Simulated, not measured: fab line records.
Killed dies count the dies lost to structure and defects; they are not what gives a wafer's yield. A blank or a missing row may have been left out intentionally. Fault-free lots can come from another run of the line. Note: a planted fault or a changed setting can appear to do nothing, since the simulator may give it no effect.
Which of the tools did it? ; flow gf180mcu ; 7 lots (20 wafers sampled), 1 step of a 602-step route

## WHAT THE GAUGES READ, wafer by wafer
GF_V3_RS_MEAS_24: the measuring method here is four-point-probe.
lot;measured;on;V3_W_RS (ohm/sq)
L197;day 23 00:23;filmMetro-02;0.320 0.328 0.327
L199;day 23 17:49;filmMetro-01;0.332 0.329 0.332
L201;day 24 18:27;filmMetro-01;0.327 0.317 0.315
L203;day 25 07:10;filmMetro-02;0.326 0.329
L207;day 26 18:35;filmMetro-02;0.332 0.329 0.331
L209;day 27 16:12;filmMetro-02;0.332 0.327 0.321
L211;day 28 00:47;filmMetro-03;0.314 0.325 0.323

## EACH LOT AND THE TOOL THAT RAN IT (in order: tool; ch and the chambers of the sampled wafers; start)
No process step before these readings appears in the record.

## THE ANSWER, worked out from the rows above alone
Rule: the lots themselves supply what counts as usual. Put in order of their means at a reading, lots are off if they are a third of the lots or fewer, leave a main group of 4 or more, and stand apart from it by a gap of 3 or more times the standard deviation of the main group's means; of several such gaps the widest counts. Not used: any main group whose means are identical at the precision the tables above print for the reading. A lot without any number at a reading at which 4 lots or more have one is off too. Any other lot the step has rows for is counted as sound.
No lot is off at any reading shown: from this, nothing can be told.

## WHAT HAD BEEN PUT IN BY THE SIMULATOR
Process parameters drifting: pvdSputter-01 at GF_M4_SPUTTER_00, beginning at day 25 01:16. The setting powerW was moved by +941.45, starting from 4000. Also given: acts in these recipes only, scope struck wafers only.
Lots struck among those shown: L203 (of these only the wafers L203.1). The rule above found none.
